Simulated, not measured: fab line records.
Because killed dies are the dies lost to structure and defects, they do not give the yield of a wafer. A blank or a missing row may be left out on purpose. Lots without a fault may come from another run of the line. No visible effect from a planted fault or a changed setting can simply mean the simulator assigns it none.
The tool behind it: which one? || flow sky130 || 24 lots, 72 wafers sampled, at 6 steps of a route of 708

## WHAT THE GAUGES READ, wafer by wafer
SKY_VIA2_THK_MEAS_23: measures by xrf.
{"lot": "L074", "measured": "day 37 06:15", "on": "film metro-01", "VIA2_W_THK (nm)": "422 431 425"}
{"lot": "L075", "measured": "day 37 13:49", "on": "film metro-01", "VIA2_W_THK (nm)": "427 428 422"}
{"lot": "L076", "measured": "day 37 23:41", "on": "film metro-02", "VIA2_W_THK (nm)": "431 432 430"}
{"lot": "L077", "measured": "day 38 07:25", "on": "film metro-02", "VIA2_W_THK (nm)": "428 429 428"}
{"lot": "L078", "measured": "day 38 17:12", "on": "film metro-04", "VIA2_W_THK (nm)": "435 433 435"}
{"lot": "L079", "measured": "day 38 20:38", "on": "film metro-02", "VIA2_W_THK (nm)": "428 425 429"}
{"lot": "L080", "measured": "day 39 02:38", "on": "film metro-04", "VIA2_W_THK (nm)": "424 426 423"}
{"lot": "L081", "measured": "day 39 12:59", "on": "film metro-01", "VIA2_W_THK (nm)": "433 427 429"}
{"lot": "L082", "measured": "day 39 20:56", "on": "film metro-04", "VIA2_W_THK (nm)": "424 428 425"}
{"lot": "L083", "measured": "day 40 00:42", "on": "film metro-02", "VIA2_W_THK (nm)": "423 430 427"}
{"lot": "L084", "measured": "day 40 06:53", "on": "film metro-02", "VIA2_W_THK (nm)": "422 433 426"}
{"lot": "L085", "measured": "day 40 19:13", "on": "film metro-01", "VIA2_W_THK (nm)": "431 434 424"}
{"lot": "L086", "measured": "day 40 22:12", "on": "film metro-02", "VIA2_W_THK (nm)": "428 434 427"}
{"lot": "L087", "measured": "day 41 09:16", "on": "film metro-04", "VIA2_W_THK (nm)": "432 430 422"}
{"lot": "L088", "measured": "day 41 11:41", "on": "film metro-02", "VIA2_W_THK (nm)": "421 419 419"}
{"lot": "L089", "measured": "day 41 19:23", "on": "film metro-02", "VIA2_W_THK (nm)": "424 437 429"}
{"lot": "L090", "measured": "day 41 20:54", "on": "film metro-01", "VIA2_W_THK (nm)": "440 423 434"}
{"lot": "L091", "measured": "day 42 07:34", "on": "film metro-02", "VIA2_W_THK (nm)": "420 420 425"}
{"lot": "L092", "measured": "day 42 20:40", "on": "film metro-01", "VIA2_W_THK (nm)": "440 437 438"}
{"lot": "L093", "measured": "day 42 21:58", "on": "film metro-04", "VIA2_W_THK (nm)": "430 437 437"}
{"lot": "L094", "measured": "day 43 01:02", "on": "film metro-02", "VIA2_W_THK (nm)": "427 428 428"}
{"lot": "L095", "measured": "day 43 07:13", "on": "film metro-02", "VIA2_W_THK (nm)": "425 422 421"}
{"lot": "L096", "measured": "day 43 16:15", "on": "film metro-04", "VIA2_W_THK (nm)": "431 431 433"}
{"lot": "L097", "measured": "day 44 00:09", "on": "film metro-02", "VIA2_W_THK (nm)": "422 423 424"}

SKY_PAD_OPEN_BOW_MEAS_13.
{"lot": "L074", "measured": "day 46 18:44", "on": "film metro-02", "PAD_OPEN_BOW (um)": "51 51 57"}
{"lot": "L075", "measured": "day 47 00:22", "on": "film metro-02", "PAD_OPEN_BOW (um)": "43 57 43"}
{"lot": "L076", "measured": "day 47 07:16", "on": "film metro-01", "PAD_OPEN_BOW (um)": "41 49 28"}
{"lot": "L077", "measured": "day 47 13:02", "on": "film metro-03", "PAD_OPEN_BOW (um)": "39 47 57"}
{"lot": "L078", "measured": "day 47 23:42", "on": "film metro-01", "PAD_OPEN_BOW (um)": "46 35 37"}
{"lot": "L079", "measured": "day 48 00:19", "on": "film metro-03", "PAD_OPEN_BOW (um)": "40 53 38"}
{"lot": "L080", "measured": "day 48 05:17", "on": "film metro-01", "PAD_OPEN_BOW (um)": "44 38 51"}
{"lot": "L081", "measured": "day 48 12:52", "on": "film metro-03", "PAD_OPEN_BOW (um)": "51 47 47"}
{"lot": "L082", "measured": "day 48 21:58", "on": "film metro-02", "PAD_OPEN_BOW (um)": "49 49 51"}
{"lot": "L083", "measured": "day 49 00:19", "on": "film metro-03", "PAD_OPEN_BOW (um)": "54 46 42"}
{"lot": "L084", "measured": "day 49 04:08", "on": "film metro-03", "PAD_OPEN_BOW (um)": "47 58 47"}
{"lot": "L085", "measured": "day 49 11:43", "on": "film metro-01", "PAD_OPEN_BOW (um)": "44 55 44"}
{"lot": "L086", "measured": "day 49 14:37", "on": "film metro-02", "PAD_OPEN_BOW (um)": "43 43 56"}
{"lot": "L087", "measured": "day 49 23:23", "on": "film metro-01", "PAD_OPEN_BOW (um)": "32 32 39"}
{"lot": "L088", "measured": "day 49 23:44", "on": "film metro-02", "PAD_OPEN_BOW (um)": "67 53 61"}
{"lot": "L089", "measured": "day 50 04:40", "on": "film metro-02", "PAD_OPEN_BOW (um)": "36 42 57"}
{"lot": "L090", "measured": "day 50 07:04", "on": "film metro-03", "PAD_OPEN_BOW (um)": "49 33 33"}
{"lot": "L091", "measured": "day 50 16:07", "on": "film metro-01", "PAD_OPEN_BOW (um)": "59 57 58"}
{"lot": "L092", "measured": "day 50 22:48", "on": "film metro-02", "PAD_OPEN_BOW (um)": "52 69 50"}
{"lot": "L093", "measured": "day 51 01:44", "on": "film metro-02", "PAD_OPEN_BOW (um)": "37 45 57"}
{"lot": "L094", "measured": "day 51 02:52", "on": "film metro-02", "PAD_OPEN_BOW (um)": "40 39 32"}
{"lot": "L095", "measured": "day 51 07:16", "on": "film metro-01", "PAD_OPEN_BOW (um)": "48 47 48"}
{"lot": "L096", "measured": "day 51 13:13", "on": "film metro-03", "PAD_OPEN_BOW (um)": "39 44 51"}
{"lot": "L097", "measured": "day 51 17:47", "on": "film metro-01", "PAD_OPEN_BOW (um)": "37 56 41"}

## TOOL THAT RAN EACH LOT (tool first, then ch and the chambers of the sampled wafers, then the start)
{"lot": "L074", "SKY_CAPM_METAL_ETCH_13": "rie metal-04 ch 0,1, day 38 09:52", "SKY_VIA3_SPUTTER_20": "pvd sputter-03, day 40 16:24", "SKY_METAL4_SPUTTER_01": "pvd sputter-01, day 40 17:05", "SKY_METAL4_DESCUM_15": "rie metal-01 ch 0,1, day 42 19:46"}
{"lot": "L075", "SKY_CAPM_METAL_ETCH_13": "rie metal-03 ch 0,1, day 38 16:52", "SKY_VIA3_SPUTTER_20": "pvd sputter-01, day 40 22:45", "SKY_METAL4_SPUTTER_01": "pvd sputter-01, day 40 23:26", "SKY_METAL4_DESCUM_15": "rie metal-01 ch 0,1, day 43 01:52"}
{"lot": "L076", "SKY_CAPM_METAL_ETCH_13": "rie metal-02 ch 1, day 39 02:05", "SKY_VIA3_SPUTTER_20": "pvd sputter-01, day 41 07:09", "SKY_METAL4_SPUTTER_01": "pvd sputter-03, day 41 07:50", "SKY_METAL4_DESCUM_15": "rie metal-03 ch 0,1, day 43 08:11"}
{"lot": "L077", "SKY_CAPM_METAL_ETCH_13": "rie metal-04 ch 0,1, day 39 09:02", "SKY_VIA3_SPUTTER_20": "pvd sputter-03, day 41 13:53", "SKY_METAL4_SPUTTER_01": "pvd sputter-04, day 41 14:37", "SKY_METAL4_DESCUM_15": "rie metal-04 ch 0,1, day 43 15:53"}
{"lot": "L078", "SKY_CAPM_METAL_ETCH_13": "rie metal-02 ch 0, day 39 19:28", "SKY_VIA3_SPUTTER_20": "pvd sputter-01, day 42 00:25", "SKY_METAL4_SPUTTER_01": "pvd sputter-04, day 42 01:22", "SKY_METAL4_DESCUM_15": "rie metal-01 ch 0,1, day 44 02:22"}
{"lot": "L079", "SKY_CAPM_METAL_ETCH_13": "rie metal-03 ch 0,1, day 39 23:11", "SKY_VIA3_SPUTTER_20": "pvd sputter-01, day 42 02:35", "SKY_METAL4_SPUTTER_01": "pvd sputter-04, day 42 03:17", "SKY_METAL4_DESCUM_15": "rie metal-04 ch 0,1, day 44 03:49"}
{"lot": "L080", "SKY_CAPM_METAL_ETCH_13": "rie metal-03 ch 0,1, day 40 04:08", "SKY_VIA3_SPUTTER_20": "pvd sputter-01, day 42 07:41", "SKY_METAL4_SPUTTER_01": "pvd sputter-03, day 42 08:33", "SKY_METAL4_DESCUM_15": "rie metal-04 ch 0,1, day 44 07:35"}
{"lot": "L081", "SKY_CAPM_METAL_ETCH_13": "rie metal-02 ch 0,1, day 40 14:14", "SKY_VIA3_SPUTTER_20": "pvd sputter-03, day 42 19:28", "SKY_METAL4_SPUTTER_01": "pvd sputter-04, day 42 20:09", "SKY_METAL4_DESCUM_15": "rie metal-03 ch 0,1, day 44 19:10"}
{"lot": "L082", "SKY_CAPM_METAL_ETCH_13": "rie metal-04 ch 0,1, day 40 22:14", "SKY_VIA3_SPUTTER_20": "pvd sputter-02, day 43 01:55", "SKY_METAL4_SPUTTER_01": "pvd sputter-01, day 43 02:36", "SKY_METAL4_DESCUM_15": "rie metal-04 ch 0,1, day 45 02:35"}
{"lot": "L083", "SKY_CAPM_METAL_ETCH_13": "rie metal-04 ch 0,1, day 41 02:21", "SKY_VIA3_SPUTTER_20": "pvd sputter-02, day 43 06:43", "SKY_METAL4_SPUTTER_01": "pvd sputter-01, day 43 07:24", "SKY_METAL4_DESCUM_15": "rie metal-01 ch 0,1, day 45 05:40"}
{"lot": "L084", "SKY_CAPM_METAL_ETCH_13": "rie metal-04 ch 0,1, day 41 08:25", "SKY_VIA3_SPUTTER_20": "pvd sputter-03, day 43 12:18", "SKY_METAL4_SPUTTER_01": "pvd sputter-01, day 43 12:59", "SKY_METAL4_DESCUM_15": "rie metal-04 ch 0,1, day 45 11:53"}
{"lot": "L085", "SKY_CAPM_METAL_ETCH_13": "rie metal-03 ch 0,1, day 41 19:54", "SKY_VIA3_SPUTTER_20": "pvd sputter-01, day 43 23:33", "SKY_METAL4_SPUTTER_01": "pvd sputter-01, day 44 00:14", "SKY_METAL4_DESCUM_15": "rie metal-04 ch 0,1, day 45 21:13"}
{"lot": "L086", "SKY_CAPM_METAL_ETCH_13": "rie metal-02 ch 0,1, day 41 23:14", "SKY_VIA3_SPUTTER_20": "pvd sputter-01, day 44 01:23", "SKY_METAL4_SPUTTER_01": "pvd sputter-03, day 44 02:04", "SKY_METAL4_DESCUM_15": "rie metal-03 ch 0,1, day 46 00:10"}
{"lot": "L087", "SKY_CAPM_METAL_ETCH_13": "rie metal-02 ch 0,1, day 42 09:45", "SKY_VIA3_SPUTTER_20": "pvd sputter-03, day 44 11:10", "SKY_METAL4_SPUTTER_01": "pvd sputter-01, day 44 11:50", "SKY_METAL4_DESCUM_15": "rie metal-04 ch 0,1, day 46 08:53"}
{"lot": "L088", "SKY_CAPM_METAL_ETCH_13": "rie metal-04 ch 0,1, day 42 12:18", "SKY_VIA3_SPUTTER_20": "pvd sputter-01, day 44 13:04", "SKY_METAL4_SPUTTER_01": "pvd sputter-03, day 44 13:45", "SKY_METAL4_DESCUM_15": "rie metal-04 ch 0,1, day 46 10:38"}
{"lot": "L089", "SKY_CAPM_METAL_ETCH_13": "rie metal-04 ch 0, day 42 19:57", "SKY_VIA3_SPUTTER_20": "pvd sputter-03, day 44 21:25", "SKY_METAL4_SPUTTER_01": "pvd sputter-01, day 44 22:06", "SKY_METAL4_DESCUM_15": "rie metal-04 ch 1, day 46 17:38"}
{"lot": "L090", "SKY_CAPM_METAL_ETCH_13": "rie metal-02 ch 0,1, day 42 21:37", "SKY_VIA3_SPUTTER_20": "pvd sputter-03, day 44 23:41", "SKY_METAL4_SPUTTER_01": "pvd sputter-01, day 45 00:22", "SKY_METAL4_DESCUM_15": "rie metal-03 ch 0,1, day 46 20:47"}
{"lot": "L091", "SKY_CAPM_METAL_ETCH_13": "rie metal-04 ch 0,1, day 43 07:39", "SKY_VIA3_SPUTTER_20": "pvd sputter-03, day 45 07:46", "SKY_METAL4_SPUTTER_01": "pvd sputter-04, day 45 09:40", "SKY_METAL4_DESCUM_15": "rie metal-04 ch 0,1, day 47 05:40"}
{"lot": "L092", "SKY_CAPM_METAL_ETCH_13": "rie metal-02 ch 0,1, day 43 20:05", "SKY_VIA3_SPUTTER_20": "pvd sputter-01, day 45 19:07", "SKY_METAL4_SPUTTER_01": "pvd sputter-04, day 45 19:49", "SKY_METAL4_DESCUM_15": "rie metal-03 ch 0,1, day 47 14:55"}
{"lot": "L093", "SKY_CAPM_METAL_ETCH_13": "rie metal-04 ch 0,1, day 43 21:35", "SKY_VIA3_SPUTTER_20": "pvd sputter-01, day 45 21:37", "SKY_METAL4_SPUTTER_01": "pvd sputter-03, day 45 22:19", "SKY_METAL4_DESCUM_15": "rie metal-03 ch 1, day 47 17:32"}
{"lot": "L094", "SKY_CAPM_METAL_ETCH_13": "rie metal-04 ch 0,1, day 44 00:31", "SKY_VIA3_SPUTTER_20": "pvd sputter-02, day 46 00:46", "SKY_METAL4_SPUTTER_01": "pvd sputter-03, day 46 01:27", "SKY_METAL4_DESCUM_15": "rie metal-03 ch 1, day 47 20:13"}
{"lot": "L095", "SKY_CAPM_METAL_ETCH_13": "rie metal-02 ch 0,1, day 44 06:15", "SKY_VIA3_SPUTTER_20": "pvd sputter-01, day 46 06:13", "SKY_METAL4_SPUTTER_01": "pvd sputter-03, day 46 06:54", "SKY_METAL4_DESCUM_15": "rie metal-03 ch 1, day 48 01:28"}
{"lot": "L096", "SKY_CAPM_METAL_ETCH_13": "rie metal-04 ch 0,1, day 44 15:29", "SKY_VIA3_SPUTTER_20": "pvd sputter-01, day 46 14:37", "SKY_METAL4_SPUTTER_01": "pvd sputter-04, day 46 15:18", "SKY_METAL4_DESCUM_15": "rie metal-03 ch 0,1, day 48 09:46"}
{"lot": "L097", "SKY_CAPM_METAL_ETCH_13": "rie metal-02 ch 0,1, day 44 23:08", "SKY_VIA3_SPUTTER_20": "pvd sputter-01, day 46 22:00", "SKY_METAL4_SPUTTER_01": "pvd sputter-03, day 46 22:41", "SKY_METAL4_DESCUM_15": "rie metal-01 ch 0, day 48 15:56"}
- SKY_CAPM_METAL_ETCH_13: etches TiN in Cl2/BCl3, stops on SiO2, target depth 220 nm, time 62.9 s.
- SKY_VIA3_SPUTTER_20: material TiN, target thk 20 nm, time 80 s.
- SKY_METAL4_SPUTTER_01: material TiN, target thk 20 nm, time 16.7 s.
- SKY_METAL4_DESCUM_15: chemistry O2, time 8 s.

## AS READ BY THE TOOLS THEMSELVES (means over the sampled wafers that have a number; for cases with no such wafer, the mark the record gives instead)
SKY_CAPM_METAL_ETCH_13.
{"lot": "L074", "tool": "rie metal-04", "bcl3 flow sccm (sccm)": 29.94, "drypump motor current A (A)": 5.6, "mfc cl2 sccm (sccm)": 60.13, "oes product au (a.u.)": 0.938, "throttle valve pct (%)": 21.897}
{"lot": "L075", "tool": "rie metal-03", "bcl3 flow sccm (sccm)": 30.10, "drypump motor current A (A)": 5.4, "mfc cl2 sccm (sccm)": 59.89, "oes product au (a.u.)": 0.946, "throttle valve pct (%)": 21.900}
{"lot": "L076", "tool": "rie metal-02", "bcl3 flow sccm (sccm)": 30.13, "drypump motor current A (A)": 5.1, "mfc cl2 sccm (sccm)": 59.89, "oes product au (a.u.)": 0.936, "throttle valve pct (%)": 21.895}
{"lot": "L077", "tool": "rie metal-04", "bcl3 flow sccm (sccm)": 30.12, "drypump motor current A (A)": 6.0, "mfc cl2 sccm (sccm)": 60.04, "oes product au (a.u.)": 0.945, "throttle valve pct (%)": 21.893}
{"lot": "L078", "tool": "rie metal-02", "bcl3 flow sccm (sccm)": 30.06, "drypump motor current A (A)": 5.9, "mfc cl2 sccm (sccm)": 59.92, "oes product au (a.u.)": 0.938, "throttle valve pct (%)": 21.919}
{"lot": "L079", "tool": "rie metal-03", "bcl3 flow sccm (sccm)": 30.00, "drypump motor current A (A)": 5.8, "mfc cl2 sccm (sccm)": 60.03, "oes product au (a.u.)": 0.950, "throttle valve pct (%)": 21.903}
{"lot": "L080", "tool": "rie metal-03", "bcl3 flow sccm (sccm)": 30.02, "drypump motor current A (A)": 5.7, "mfc cl2 sccm (sccm)": 60.10, "oes product au (a.u.)": 0.927, "throttle valve pct (%)": 21.912}
{"lot": "L081", "tool": "rie metal-02", "bcl3 flow sccm (sccm)": 29.99, "drypump motor current A (A)": 5.3, "mfc cl2 sccm (sccm)": 59.97, "oes product au (a.u.)": 0.931, "throttle valve pct (%)": 21.910}
{"lot": "L082", "tool": "rie metal-04", "bcl3 flow sccm (sccm)": 30.05, "drypump motor current A (A)": 5.6, "mfc cl2 sccm (sccm)": 60.16, "oes product au (a.u.)": 0.932, "throttle valve pct (%)": 21.909}
{"lot": "L083", "tool": "rie metal-04", "bcl3 flow sccm (sccm)": 29.94, "drypump motor current A (A)": 6.0, "mfc cl2 sccm (sccm)": 59.69, "oes product au (a.u.)": 0.938, "throttle valve pct (%)": 21.913}
{"lot": "L084", "tool": "rie metal-04", "bcl3 flow sccm (sccm)": 30.02, "drypump motor current A (A)": 6.0, "mfc cl2 sccm (sccm)": 59.97, "oes product au (a.u.)": 0.949, "throttle valve pct (%)": 21.891}
{"lot": "L085", "tool": "rie metal-03", "bcl3 flow sccm (sccm)": 29.94, "drypump motor current A (A)": 5.7, "mfc cl2 sccm (sccm)": 60.08, "oes product au (a.u.)": 0.939, "throttle valve pct (%)": 21.915}
{"lot": "L086", "tool": "rie metal-02", "bcl3 flow sccm (sccm)": 30.05, "drypump motor current A (A)": 5.4, "mfc cl2 sccm (sccm)": 60.14, "oes product au (a.u.)": 0.953, "throttle valve pct (%)": 21.896}
{"lot": "L087", "tool": "rie metal-02", "bcl3 flow sccm (sccm)": 30.02, "drypump motor current A (A)": 5.3, "mfc cl2 sccm (sccm)": 60.05, "oes product au (a.u.)": 0.935, "throttle valve pct (%)": 21.899}
{"lot": "L088", "tool": "rie metal-04", "bcl3 flow sccm (sccm)": 30.00, "drypump motor current A (A)": 5.6, "mfc cl2 sccm (sccm)": 59.96, "oes product au (a.u.)": 0.951, "throttle valve pct (%)": 21.905}
{"lot": "L089", "tool": "rie metal-04", "bcl3 flow sccm (sccm)": 30.03, "drypump motor current A (A)": 6.4, "mfc cl2 sccm (sccm)": 60.27, "oes product au (a.u.)": 0.936, "throttle valve pct (%)": 21.906}
{"lot": "L090", "tool": "rie metal-02", "bcl3 flow sccm (sccm)": 30.02, "drypump motor current A (A)": 5.6, "mfc cl2 sccm (sccm)": 59.92, "oes product au (a.u.)": 0.941, "throttle valve pct (%)": 21.906}
{"lot": "L091", "tool": "rie metal-04", "bcl3 flow sccm (sccm)": 30.10, "drypump motor current A (A)": 6.0, "mfc cl2 sccm (sccm)": 60.14, "oes product au (a.u.)": 0.940, "throttle valve pct (%)": 21.898}
{"lot": "L092", "tool": "rie metal-02", "bcl3 flow sccm (sccm)": 29.99, "drypump motor current A (A)": 5.6, "mfc cl2 sccm (sccm)": 60.00, "oes product au (a.u.)": 0.934, "throttle valve pct (%)": 21.907}
{"lot": "L093", "tool": "rie metal-04", "bcl3 flow sccm (sccm)": 30.00, "drypump motor current A (A)": 5.6, "mfc cl2 sccm (sccm)": 60.06, "oes product au (a.u.)": 0.935, "throttle valve pct (%)": 21.898}
{"lot": "L094", "tool": "rie metal-04", "bcl3 flow sccm (sccm)": 30.11, "drypump motor current A (A)": 6.0, "mfc cl2 sccm (sccm)": 59.97, "oes product au (a.u.)": 0.948, "throttle valve pct (%)": 21.894}
{"lot": "L095", "tool": "rie metal-02", "bcl3 flow sccm (sccm)": 30.07, "drypump motor current A (A)": 5.3, "mfc cl2 sccm (sccm)": 59.89, "oes product au (a.u.)": 0.946, "throttle valve pct (%)": 21.890}
{"lot": "L096", "tool": "rie metal-04", "bcl3 flow sccm (sccm)": 30.04, "drypump motor current A (A)": 6.0, "mfc cl2 sccm (sccm)": 59.92, "oes product au (a.u.)": 0.948, "throttle valve pct (%)": 21.908}
{"lot": "L097", "tool": "rie metal-02", "bcl3 flow sccm (sccm)": 29.95, "drypump motor current A (A)": 5.3, "mfc cl2 sccm (sccm)": 60.05, "oes product au (a.u.)": 0.950, "throttle valve pct (%)": 21.895}

SKY_VIA3_SPUTTER_20.
{"lot": "L074", "tool": "pvd sputter-03", "throttle valve pct (%)": 29.2}
{"lot": "L075", "tool": "pvd sputter-01", "throttle valve pct (%)": 29.7}
{"lot": "L076", "tool": "pvd sputter-01", "throttle valve pct (%)": 30.2}
{"lot": "L077", "tool": "pvd sputter-03", "throttle valve pct (%)": 29.5}
{"lot": "L078", "tool": "pvd sputter-01", "throttle valve pct (%)": 30.1}
{"lot": "L079", "tool": "pvd sputter-01", "throttle valve pct (%)": 29.8}
{"lot": "L080", "tool": "pvd sputter-01", "throttle valve pct (%)": 30.6}
{"lot": "L081", "tool": "pvd sputter-03", "throttle valve pct (%)": 28.3}
{"lot": "L082", "tool": "pvd sputter-02", "throttle valve pct (%)": 30.9}
{"lot": "L083", "tool": "pvd sputter-02", "throttle valve pct (%)": 30.2}
{"lot": "L084", "tool": "pvd sputter-03", "throttle valve pct (%)": 28.8}
{"lot": "L085", "tool": "pvd sputter-01", "throttle valve pct (%)": 29.8}
{"lot": "L086", "tool": "pvd sputter-01", "throttle valve pct (%)": 30.1}
{"lot": "L087", "tool": "pvd sputter-03", "throttle valve pct (%)": 30.4}
{"lot": "L088", "tool": "pvd sputter-01", "throttle valve pct (%)": 30.4}
{"lot": "L089", "tool": "pvd sputter-03", "throttle valve pct (%)": 29.5}
{"lot": "L090", "tool": "pvd sputter-03", "throttle valve pct (%)": 29.6}
{"lot": "L091", "tool": "pvd sputter-03", "throttle valve pct (%)": 28.8}
{"lot": "L092", "tool": "pvd sputter-01", "throttle valve pct (%)": 29.7}
{"lot": "L093", "tool": "pvd sputter-01", "throttle valve pct (%)": 29.1}
{"lot": "L094", "tool": "pvd sputter-02", "throttle valve pct (%)": 31.7}
{"lot": "L095", "tool": "pvd sputter-01", "throttle valve pct (%)": 30.5}
{"lot": "L096", "tool": "pvd sputter-01", "throttle valve pct (%)": 29.6}
{"lot": "L097", "tool": "pvd sputter-01", "throttle valve pct (%)": 30.3}

SKY_METAL4_SPUTTER_01.
{"lot": "L074", "tool": "pvd sputter-01", "throttle valve pct (%)": 30.3}
{"lot": "L075", "tool": "pvd sputter-01", "throttle valve pct (%)": 29.7}
{"lot": "L076", "tool": "pvd sputter-03", "throttle valve pct (%)": 29.5}
{"lot": "L077", "tool": "pvd sputter-04", "throttle valve pct (%)": 30.6}
{"lot": "L078", "tool": "pvd sputter-04", "throttle valve pct (%)": 31.1}
{"lot": "L079", "tool": "pvd sputter-04", "throttle valve pct (%)": 30.6}
{"lot": "L080", "tool": "pvd sputter-03", "throttle valve pct (%)": 29.6}
{"lot": "L081", "tool": "pvd sputter-04", "throttle valve pct (%)": 30.6}
{"lot": "L082", "tool": "pvd sputter-01", "throttle valve pct (%)": 29.6}
{"lot": "L083", "tool": "pvd sputter-01", "throttle valve pct (%)": 30.5}
{"lot": "L084", "tool": "pvd sputter-01", "throttle valve pct (%)": 30.4}
{"lot": "L085", "tool": "pvd sputter-01", "throttle valve pct (%)": 30.6}
{"lot": "L086", "tool": "pvd sputter-03", "throttle valve pct (%)": 29.3}
{"lot": "L087", "tool": "pvd sputter-01", "throttle valve pct (%)": 29.5}
{"lot": "L088", "tool": "pvd sputter-03", "throttle valve pct (%)": 29.4}
{"lot": "L089", "tool": "pvd sputter-01", "throttle valve pct (%)": 30.4}
{"lot": "L090", "tool": "pvd sputter-01", "throttle valve pct (%)": 30.3}
{"lot": "L091", "tool": "pvd sputter-04", "throttle valve pct (%)": 30.4}
{"lot": "L092", "tool": "pvd sputter-04", "throttle valve pct (%)": 30.7}
{"lot": "L093", "tool": "pvd sputter-03", "throttle valve pct (%)": 29.9}
{"lot": "L094", "tool": "pvd sputter-03", "throttle valve pct (%)": 29.8}
{"lot": "L095", "tool": "pvd sputter-03", "throttle valve pct (%)": 28.6}
{"lot": "L096", "tool": "pvd sputter-04", "throttle valve pct (%)": 30.3}
{"lot": "L097", "tool": "pvd sputter-03", "throttle valve pct (%)": 28.6}

SKY_METAL4_DESCUM_15.
{"lot": "L074", "tool": "rie metal-01", "drypump motor current A (A)": 5.2, "oes product au (a.u.)": 1.019, "temp c (C)": 40.07}
{"lot": "L075", "tool": "rie metal-01", "drypump motor current A (A)": 5.5, "oes product au (a.u.)": 1.017, "temp c (C)": 39.94}
{"lot": "L076", "tool": "rie metal-03", "drypump motor current A (A)": 5.8, "oes product au (a.u.)": 0.990, "temp c (C)": 40.03}
{"lot": "L077", "tool": "rie metal-04", "drypump motor current A (A)": 5.6, "oes product au (a.u.)": 0.986, "temp c (C)": 40.05}
{"lot": "L078", "tool": "rie metal-01", "drypump motor current A (A)": 5.2, "oes product au (a.u.)": 1.017, "temp c (C)": 39.90}
{"lot": "L079", "tool": "rie metal-04", "drypump motor current A (A)": 5.6, "oes product au (a.u.)": 0.994, "temp c (C)": 40.13}
{"lot": "L080", "tool": "rie metal-04", "drypump motor current A (A)": 5.6, "oes product au (a.u.)": 0.990, "temp c (C)": 39.81}
{"lot": "L081", "tool": "rie metal-03", "drypump motor current A (A)": 5.7, "oes product au (a.u.)": 1.007, "temp c (C)": 39.86}
{"lot": "L082", "tool": "rie metal-04", "drypump motor current A (A)": 6.0, "oes product au (a.u.)": 0.995, "temp c (C)": 40.06}
{"lot": "L083", "tool": "rie metal-01", "drypump motor current A (A)": 5.2, "oes product au (a.u.)": 1.010, "temp c (C)": 40.00}
{"lot": "L084", "tool": "rie metal-04", "drypump motor current A (A)": 6.0, "oes product au (a.u.)": 0.995, "temp c (C)": 39.99}
{"lot": "L085", "tool": "rie metal-04", "drypump motor current A (A)": 5.6, "oes product au (a.u.)": 0.996, "temp c (C)": 40.10}
{"lot": "L086", "tool": "rie metal-03", "drypump motor current A (A)": 5.8, "oes product au (a.u.)": 0.989, "temp c (C)": 39.96}
{"lot": "L087", "tool": "rie metal-04", "drypump motor current A (A)": 6.0, "oes product au (a.u.)": 1.002, "temp c (C)": 40.14}
{"lot": "L088", "tool": "rie metal-04", "drypump motor current A (A)": 5.6, "oes product au (a.u.)": 0.990, "temp c (C)": 39.93}
{"lot": "L089", "tool": "rie metal-04", "drypump motor current A (A)": 5.2, "oes product au (a.u.)": 0.984, "temp c (C)": 39.97}
{"lot": "L090", "tool": "rie metal-03", "drypump motor current A (A)": 5.4, "oes product au (a.u.)": 1.002, "temp c (C)": 39.90}
{"lot": "L091", "tool": "rie metal-04", "drypump motor current A (A)": 5.6, "oes product au (a.u.)": 0.991, "temp c (C)": 40.01}
{"lot": "L092", "tool": "rie metal-03", "drypump motor current A (A)": 5.4, "oes product au (a.u.)": 1.004, "temp c (C)": 40.02}
{"lot": "L093", "tool": "rie metal-03", "drypump motor current A (A)": 6.1, "oes product au (a.u.)": 1.000, "temp c (C)": 40.00}
{"lot": "L094", "tool": "rie metal-03", "drypump motor current A (A)": 6.1, "oes product au (a.u.)": 1.001, "temp c (C)": 39.81}
{"lot": "L095", "tool": "rie metal-03", "drypump motor current A (A)": 6.1, "oes product au (a.u.)": 1.000, "temp c (C)": 40.03}
{"lot": "L096", "tool": "rie metal-03", "drypump motor current A (A)": 5.4, "oes product au (a.u.)": 0.997, "temp c (C)": 39.96}
{"lot": "L097", "tool": "rie metal-01", "drypump motor current A (A)": 5.6, "oes product au (a.u.)": 1.006, "temp c (C)": 39.85}

## THE ANSWER, worked out from the rows above alone
Rule: the usual values come from the lots themselves. The widest of any qualifying gaps counts: lots, ordered by their means at a reading, are off when they make up no more than a third of the lots, leave a main group of 4 or more, and stand apart from it by 3 or more times the standard deviation of that group's means. A main group whose means are all the same, to the digits that the tables above print for the reading, isn't used. A lot without any number at a reading at which 4 lots or more have one is off too. The other lots that the step has rows for count as sound. Order of review: gauges by route order, followed by the tools' own readings, for which a lot's mean as printed above is used. The first step at which some lot is off is used, and at that step the reading that is off furthest; a lot without a number counts as furthest.
None of the lots is off at any reading shown; this tells nothing.

## WHAT WAS PUT IN BY THE SIMULATOR
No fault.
